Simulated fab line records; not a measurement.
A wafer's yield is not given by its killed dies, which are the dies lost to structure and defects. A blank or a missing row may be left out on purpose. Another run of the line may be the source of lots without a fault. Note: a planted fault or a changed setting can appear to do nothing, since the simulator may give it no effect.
The tool behind it: which one? + flow sky130 + Sampling: 13 lots, 39 wafers, 3 of 708 route steps

## WHAT EACH GAUGE READ, for each wafer
SKY_PWDE_TW_MEAS_10. Usual: PWDE_TW gives 371 (standard deviation 3.1).
| lot  | measured    | on            | PWDE_TW     | flag |
|------|-------------|---------------|-------------|------|
| L565 | day 3 17:11 | film_metro-03 | 366 366 367 |      |
| L566 | day 4 00:22 | film_metro-04 | 371 368 369 |      |
| L567 | day 4 09:17 | film_metro-01 | 377 373 375 |      |
| L568 | day 4 15:22 | film_metro-03 | 365 367 366 |      |
| L569 | day 4 19:27 | film_metro-01 | 374 377 377 |      |
| L570 | day 5 03:13 | film_metro-04 | 372 372 373 |      |
| L576 | day 6 08:55 | film_metro-04 | 372 372 371 |      |
| L577 | day 6 14:08 | film_metro-04 | 375 372 371 |      |
| L580 | day 7 10:34 | film_metro-03 | 371 370 370 |      |
| L583 | day 8 10:25 | film_metro-04 | 369 371 372 |      |
| L584 | day 8 16:49 | film_metro-03 | 370 369 368 |      |
| L586 | day 8 22:26 | film_metro-01 | 375 374 377 |      |
| L588 | day 9 07:04 | film_metro-04 | 368 368 370 |      |

SKY_SD_P_TW_MEAS_11. Usual: SD_P_TW gives 2820 (standard deviation 44).
| lot  | measured     | on            | SD_P_TW        | flag |
|------|--------------|---------------|----------------|------|
| L565 | day 25 01:26 | film_metro-03 | 2788 2781 2780 |      |
| L566 | day 25 08:20 | film_metro-02 | 2859 2866 2862 |      |
| L567 | day 26 04:39 | film_metro-04 | 2788 2788 2794 |      |
| L568 | day 26 11:14 | film_metro-04 | 2809 2787 2785 |      |
| L569 | day 26 18:38 | film_metro-03 | 2811 2803 2795 |      |
| L570 | day 27 07:44 | film_metro-03 | 2769 2765 2771 |      |
| L576 | day 29 06:53 | film_metro-03 | 2769 2766 2791 |      |
| L577 | day 29 23:47 | film_metro-03 | 2764 2784 2780 |      |
| L580 | day 30 16:20 | film_metro-02 | 2877 2891 2872 |      |
| L583 | day 32 18:41 | film_metro-04 | 2787 2805 2780 |      |
| L584 | day 32 18:23 | film_metro-02 | 2874 2897 2881 |      |
| L586 | day 32 19:00 | film_metro-02 | 2875 2870 2868 |      |
| L588 | day 32 22:56 | film_metro-02 | 2879 2884 2877 |      |

## WHICH TOOL RAN EACH LOT (tool, then ch and the chambers of the sampled wafers, then the start)
| lot  | SKY_NWELL_IMPLANT_12            |
|------|---------------------------------|
| L565 | implanter-02 ch 0, day 4 09:57  |
| L566 | implanter-02 ch 0, day 4 17:31  |
| L567 | implanter-03 ch 0, day 5 02:48  |
| L568 | implanter-03 ch 0, day 5 08:18  |
| L569 | implanter-01 ch 0, day 5 12:57  |
| L570 | implanter-01 ch 0, day 5 21:33  |
| L576 | implanter-03 ch 0, day 7 02:46  |
| L577 | implanter-01 ch 0, day 7 08:14  |
| L580 | implanter-03 ch 0, day 8 06:27  |
| L583 | implanter-01 ch 0, day 9 07:24  |
| L584 | implanter-02 ch 0, day 9 14:10  |
| L586 | implanter-02 ch 0, day 9 20:12  |
| L588 | implanter-01 ch 0, day 10 05:10 |
- SKY_NWELL_IMPLANT_12

## AS READ BY THE TOOLS THEMSELVES (means over the sampled wafers that have a number; for cases with no such wafer, the mark the record gives instead)
SKY_NWELL_IMPLANT_12. Usual: dose_ions_cm2 1.3002e+12, standard deviation 1.5e+09; faraday_current_uA 7.34, standard deviation 0.15.
| lot  | tool         | dose_ions_cm2 | faraday_current_uA | flag |
|------|--------------|---------------|--------------------|------|
| L565 | implanter-02 | 1.2976e+12    | 7.26               |      |
| L566 | implanter-02 | 1.2986e+12    | 7.33               |      |
| L567 | implanter-03 | 1.3005e+12    | 7.34               |      |
| L568 | implanter-03 | 1.3002e+12    | 7.32               |      |
| L569 | implanter-01 | 1.3012e+12    | 7.39               |      |
| L570 | implanter-01 | 1.3000e+12    | 7.31               |      |
| L576 | implanter-03 | 1.4373e+12    | 8.25               | OFF  |
| L577 | implanter-01 | 1.3019e+12    | 7.28               |      |
| L580 | implanter-03 | 1.4398e+12    | 8.21               | OFF  |
| L583 | implanter-01 | 1.3003e+12    | 7.27               |      |
| L584 | implanter-02 | 1.3009e+12    | 7.39               |      |
| L586 | implanter-02 | 1.3005e+12    | 7.40               |      |
| L588 | implanter-01 | 1.3013e+12    | 7.27               |      |

## THE ANSWER, worked out from the rows above alone
Rule: a lot is off if the mean of its wafers that have a number lies more than 3 standard deviations from the usual mean. A lot without any number at a reading at which 4 lots or more have one is off too. The other lots that the step has rows for count as sound. After the gauges, taken in route order, come the tools' own readings; for these a lot's mean is taken, as printed above. At the first step where some lot is off, the reading lying furthest off is the one used; lots without a number count as furthest.
Off at SKY_NWELL_IMPLANT_12 (dose_ions_cm2): L576, L580.
A tool fits if, at that step or a process step before it, it ran every lot that is off, and no sound lot after the first of them. One fits: implanter-03 at SKY_NWELL_IMPLANT_12. A fault onset in the window from L568 (day 5 08:18, its last sound lot) to L576 (day 7 02:46, its first lot off) fits.
The tool's own readings at SKY_NWELL_IMPLANT_12 bear it out: on the lots that are off they differ by more than 5 times the standard deviation of the sound lots' means. dose_ions_cm2 reads 1.4386e+12 there against 1.3003e+12 on the sound lots; faraday_current_uA reads 8.23 there against 7.32 on the sound lots.

## WHAT THE SIMULATOR HAD INSERTED
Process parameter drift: implanter-03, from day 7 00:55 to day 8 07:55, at SKY_NWELL_IMPLANT_12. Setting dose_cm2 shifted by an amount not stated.
Lots struck among those shown: L576, L580. The rule above found the same.
